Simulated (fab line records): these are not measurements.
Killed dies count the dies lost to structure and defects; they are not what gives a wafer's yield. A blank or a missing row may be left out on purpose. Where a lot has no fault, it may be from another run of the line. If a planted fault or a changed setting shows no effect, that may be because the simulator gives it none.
Which tool was responsible? / flow sky130 / 27 wafers from 9 lots sampled at 5 of the route's 708 steps

== WHAT THE GAUGES SHOWED, per wafer ==
SKY_SD_N_OVL_MEAS_08.
lot=L287; measured=day 28 18:08; on=overlay-01; SD_N_OVL (nm)=0.4 0.4 0.0
lot=L289; measured=day 29 11:49; on=overlay-01; SD_N_OVL (nm)=0.5 2.5 -1.0
lot=L286; measured=day 29 12:14; on=overlay-02; SD_N_OVL (nm)=0.1 0.2 -1.2
lot=L288; measured=day 29 12:59; on=overlay-01; SD_N_OVL (nm)=3.0 3.2 2.2
lot=L290; measured=day 29 14:23; on=overlay-02; SD_N_OVL (nm)=1.2 -0.4 1.7
lot=L296; measured=day 31 09:50; on=overlay-01; SD_N_OVL (nm)=214.0 213.3 213.4
lot=L295; measured=day 31 10:44; on=overlay-02; SD_N_OVL (nm)=213.6 212.7 213.2
lot=L301; measured=day 33 22:35; on=overlay-01; SD_N_OVL (nm)=2.0 1.8 1.1
lot=L303; measured=day 34 09:53; on=overlay-01; SD_N_OVL (nm)=2.1 3.4 3.6

SKY_LOCAL_INTERCONNECT_THK_MEAS_02: measures by xrf.
lot=L287; measured=day 30 01:14; on=filmMetro-04; LOCAL_INTERCONNECT_TIN_THK (nm)=99.5 99.3 99.3
lot=L289; measured=day 30 19:01; on=filmMetro-01; LOCAL_INTERCONNECT_TIN_THK (nm)=97.5 99.5 98.6
lot=L286; measured=day 30 20:02; on=filmMetro-04; LOCAL_INTERCONNECT_TIN_THK (nm)=96.9 99.8 96.6
lot=L288; measured=day 30 20:23; on=filmMetro-04; LOCAL_INTERCONNECT_TIN_THK (nm)=100.0 99.8 100.6
lot=L290; measured=day 30 21:35; on=filmMetro-01; LOCAL_INTERCONNECT_TIN_THK (nm)=97.8 99.0 99.9
lot=L296; measured=day 32 16:33; on=filmMetro-04; LOCAL_INTERCONNECT_TIN_THK (nm)=97.2 98.2 99.7
lot=L295; measured=day 32 17:47; on=filmMetro-04; LOCAL_INTERCONNECT_TIN_THK (nm)=100.5 99.2 99.2
lot=L301; measured=day 35 04:27; on=filmMetro-03; LOCAL_INTERCONNECT_TIN_THK (nm)=98.4 99.3 101.1
lot=L303; measured=day 35 15:42; on=filmMetro-03; LOCAL_INTERCONNECT_TIN_THK (nm)=100.2 99.3 101.6

SKY_CONTACT_CD_MEAS_14 targets a cd of 170 nm.
lot=L287; measured=day 32 10:59; on=cdSem-01; cdNm (nm)=170.4 168.9 169.9
lot=L289; measured=day 33 04:29; on=cdSem-01; cdNm (nm)=173.4 171.7 172.6
lot=L286; measured=day 33 04:51; on=cdSem-01; cdNm (nm)=170.4 170.6 170.9
lot=L288; measured=day 33 05:43; on=cdSem-02; cdNm (nm)=168.9 170.0 169.0
lot=L290; measured=day 33 06:52; on=cdSem-01; cdNm (nm)=169.9 170.9 170.7
lot=L296; measured=day 34 22:32; on=cdSem-02; cdNm (nm)=167.0 168.4 166.4
lot=L295; measured=day 35 00:49; on=cdSem-02; cdNm (nm)=171.8 170.5 170.6
lot=L301; measured=day 37 09:32; on=cdSem-02; cdNm (nm)=168.2 168.0 168.6
lot=L303; measured=day 37 20:16; on=cdSem-02; cdNm (nm)=169.9 168.4 170.2

== EACH LOT AND THE TOOL THAT RAN IT (in order: tool; ch and the chambers of the sampled wafers; start) ==
lot=L287; SKY_POLY_CUT_STRIP_12=plasmaAsher-03 ch 0,1, day 25 03:14; SKY_SD_N_EXPOSE_04=ilineStepper-01 ch 0, day 28 03:29
lot=L289; SKY_POLY_CUT_STRIP_12=plasmaAsher-01 ch 0,1, day 25 22:21; SKY_SD_N_EXPOSE_04=ilineStepper-02 ch 0, day 28 21:29
lot=L286; SKY_POLY_CUT_STRIP_12=plasmaAsher-01 ch 0,1, day 25 22:49; SKY_SD_N_EXPOSE_04=ilineStepper-01 ch 0, day 28 21:46
lot=L288; SKY_POLY_CUT_STRIP_12=plasmaAsher-02 ch 0,1, day 25 22:50; SKY_SD_N_EXPOSE_04=ilineStepper-02 ch 0, day 28 22:56
lot=L290; SKY_POLY_CUT_STRIP_12=plasmaAsher-03 ch 0,1, day 25 23:57; SKY_SD_N_EXPOSE_04=ilineStepper-02 ch 0, day 29 00:17
lot=L296; SKY_POLY_CUT_STRIP_12=plasmaAsher-03 ch 0,1, day 27 21:48; SKY_SD_N_EXPOSE_04=ilineStepper-02 ch 0, day 30 20:05
lot=L295; SKY_POLY_CUT_STRIP_12=plasmaAsher-02 ch 0,1, day 27 21:52; SKY_SD_N_EXPOSE_04=ilineStepper-02 ch 0, day 30 20:53
lot=L301; SKY_POLY_CUT_STRIP_12=plasmaAsher-03 ch 0,1, day 30 13:56; SKY_SD_N_EXPOSE_04=ilineStepper-01 ch 0, day 33 09:56
lot=L303; SKY_POLY_CUT_STRIP_12=plasmaAsher-02 ch 0,1, day 30 23:41; SKY_SD_N_EXPOSE_04=ilineStepper-01 ch 0, day 33 20:26
- SKY_POLY_CUT_STRIP_12: strips in O2/N2.
- SKY_SD_N_EXPOSE_04: exposes mask NSDM, target cd 380 nm.

== AS READ BY THE TOOLS THEMSELVES (means over the sampled wafers that have a number; for cases with no such wafer, the mark the record gives instead) ==
SKY_POLY_CUT_STRIP_12.
lot=L287; tool=plasmaAsher-03; drypumpMotorCurrentA (A)=5.3; oesProductAu (a.u.)=0.448; stripTimeToEndpointS (s)=5.341
lot=L289; tool=plasmaAsher-01; drypumpMotorCurrentA (A)=5.2; oesProductAu (a.u.)=0.449; stripTimeToEndpointS (s)=5.364
lot=L286; tool=plasmaAsher-01; drypumpMotorCurrentA (A)=5.5; oesProductAu (a.u.)=0.457; stripTimeToEndpointS (s)=5.361
lot=L288; tool=plasmaAsher-02; drypumpMotorCurrentA (A)=5.8; oesProductAu (a.u.)=0.449; stripTimeToEndpointS (s)=5.363
lot=L290; tool=plasmaAsher-03; drypumpMotorCurrentA (A)=5.3; oesProductAu (a.u.)=0.454; stripTimeToEndpointS (s)=5.371
lot=L296; tool=plasmaAsher-03; drypumpMotorCurrentA (A)=5.3; oesProductAu (a.u.)=0.454; stripTimeToEndpointS (s)=5.359
lot=L295; tool=plasmaAsher-02; drypumpMotorCurrentA (A)=5.6; oesProductAu (a.u.)=0.456; stripTimeToEndpointS (s)=5.382
lot=L301; tool=plasmaAsher-03; drypumpMotorCurrentA (A)=5.3; oesProductAu (a.u.)=0.450; stripTimeToEndpointS (s)=5.330
lot=L303; tool=plasmaAsher-02; drypumpMotorCurrentA (A)=5.8; oesProductAu (a.u.)=0.454; stripTimeToEndpointS (s)=5.352

SKY_SD_N_EXPOSE_04.
lot=L287; tool=ilineStepper-01; focusOffsetNm (nm)=-0.6; reticleTempC (C)=23.02
lot=L289; tool=ilineStepper-02; focusOffsetNm (nm)=0.9; reticleTempC (C)=22.94
lot=L286; tool=ilineStepper-01; focusOffsetNm (nm)=0.1; reticleTempC (C)=22.99
lot=L288; tool=ilineStepper-02; focusOffsetNm (nm)=-0.2; reticleTempC (C)=23.20
lot=L290; tool=ilineStepper-02; focusOffsetNm (nm)=0.1; reticleTempC (C)=23.00
lot=L296; tool=ilineStepper-02; focusOffsetNm (nm)=-0.5; reticleTempC (C)=22.99
lot=L295; tool=ilineStepper-02; focusOffsetNm (nm)=0.1; reticleTempC (C)=23.11
lot=L301; tool=ilineStepper-01; focusOffsetNm (nm)=0.1; reticleTempC (C)=22.89
lot=L303; tool=ilineStepper-01; focusOffsetNm (nm)=0.1; reticleTempC (C)=22.95

== THE ANSWER, worked out from the rows above alone ==
Rule: what is usual is taken from the lots themselves. The widest of any qualifying gaps counts: lots, ordered by their means at a reading, are off when they make up no more than a third of the lots, leave a main group of 4 or more, and stand apart from it by 3 or more times the standard deviation of that group's means. A main group is skipped when, at the precision printed for the reading in the tables above, its means are all equal. Also off: a lot with no number at a reading for which 4 or more lots have one. Any other lot the step has rows for is counted as sound. After the gauges, taken in route order, come the tools' own readings; for these a lot's mean is taken, as printed above. The first step at which some lot is off is used, and at that step the reading that is off furthest; a lot without a number counts as furthest.
Off: L296, L295, seen at SKY_SD_N_OVL_MEAS_08 (SD_N_OVL). The main group: mean 1.3 nm, standard deviation 1.2.
A tool fits if, at a process step before that reading, it ran every lot that is off, and no sound lot after the first of them. Those tools and the gauges at SKY_SD_N_OVL_MEAS_08 are tried in the same way. One fits: SKY_SD_N_EXPOSE_04 on ilineStepper-02. A fault onset in the window from L290 (day 29 00:17, its last sound lot) to L296 (day 30 20:05, its first lot off) fits.

== WHAT THE SIMULATOR PUT IN ==
Scanner matching overlay: ilineStepper-02, from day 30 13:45 on, at SKY_SD_N_EXPOSE_04. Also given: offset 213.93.
Struck lots among those shown: L296, L295. The rule given above showed the same thing.
